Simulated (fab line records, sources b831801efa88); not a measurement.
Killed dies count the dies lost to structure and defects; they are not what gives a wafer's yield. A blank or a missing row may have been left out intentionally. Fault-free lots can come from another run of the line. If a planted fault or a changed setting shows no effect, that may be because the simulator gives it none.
Problem report in the 8D (eight disciplines) form, filled by code | flow sky130 | the parts of the form that need people (team, actions taken, sign-off) are left out

== 1. THE ISSUE ==
At SKY_SONOS_TUNNEL_CD_MEAS_07, cd_nm averages 304.4 nm over 4 wafers from 3 lots, while fault-free wafers read 410.5 nm, standard deviation 2.2. Measured from the usual mean, that is -48 standard deviations.
The step: target cd 410 nm.
First seen on wafer L998.6, day 13 04:30, on cd_sem-02. The record has a number at this step for 39 wafers belonging to 14 lots. Rule for "out" (also "out of limits"): further than 4 standard deviations from the usual mean. The rest of the wafers with a number are treated as sound.

== 2. WHAT IT IS, WHAT IT ISN'T ==
question                    | is                             | is not
which readings at this step | cd_nm                          | -
which lots                  | L100, L998, L999               | L102, L106, L107, L108, L109, L110, L111, L112, L113, L992, L996
which wafers of those lots  | L100.3, L100.6, L998.6, L999.6 | L998.2, L999.2
read on which gauges        | cd_sem-02                      | cd_sem-01
when                        | from day 13 04:30              | up to then (7 sound wafers); but 28 sound wafers of L102, L106, L107, L108, L109, L110, L111, L112, L113, L999 came after

== 3. THE SUSPECTS, EACH WITH WHAT RULES IT OUT ==
Counting: if a tool at a process step up to the reading ran every lot that is out, it stays a suspect. Sound lots after the first of them don't rule it out here, since some wafers of a struck lot are sound.
- the gauge at SKY_SONOS_TUNNEL_CD_MEAS_07: kept. All the wafers that are out were read on cd_sem-02, and no step on other tools shows them out.
- litho_track-03 at SKY_SONOS_TUNNEL_DEVELOP_06 (develop time 60 s): kept. It processed each lot that is out (first: L998, day 13 04:22); up to then, its last sound lot is L996 (day 12 12:40).
Remaining after the count are litho_track-03 at SKY_SONOS_TUNNEL_DEVELOP_06 and cd_sem-02 at SKY_SONOS_TUNNEL_CD_MEAS_07.

== 4. THE CAUSE (what the simulator had put in) ==
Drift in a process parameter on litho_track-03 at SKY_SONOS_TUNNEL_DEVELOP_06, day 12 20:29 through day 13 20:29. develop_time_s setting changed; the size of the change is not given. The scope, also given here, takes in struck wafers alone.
2 suspects survive the count, and this tool is in that group.

== 5. THE CHAIN OF EFFECTS, in route order ==
Each row: a reading where the mean over the struck wafers with a number is more than 3 standard deviations away from the usual. Only readings for which the record gives a usual standard deviation are gone through. hours: the time from each lot's start at the first step in this table that gives one to its start at this step, as a median over the lots. sigmas: the change in usual standard deviations.
hours | step                        | reading | usual    | on struck wafers | change | sigmas
0     | SKY_SONOS_TUNNEL_CD_MEAS_07 | cd_nm   | 410.5 nm | 304.4            | -106.1 | -48
Later measuring or inspecting steps at which every struck wafer that the step has a row for has a number for every such reading, and none has moved that far: SKY_SONOS_ONO_THK_MEAS_01.

== 6. HOW IT WOULD HAVE BEEN CAUGHT EARLIER ==
The first out-of-limits reading at a measuring or inspecting step in this record came at day 13 04:30, 8 hours after the fault's start at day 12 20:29.
No tool reading at SKY_SONOS_TUNNEL_DEVELOP_06 that has a usual standard deviation in the record was out on any struck wafer, so an alarm limit of 4 standard deviations on those readings would not have fired.
L999, L100, from the lots that are out (3), started SKY_SONOS_TUNNEL_DEVELOP_06 on litho_track-03 later than day 13 04:30. A hold on the tool at that time would have spared those 2.
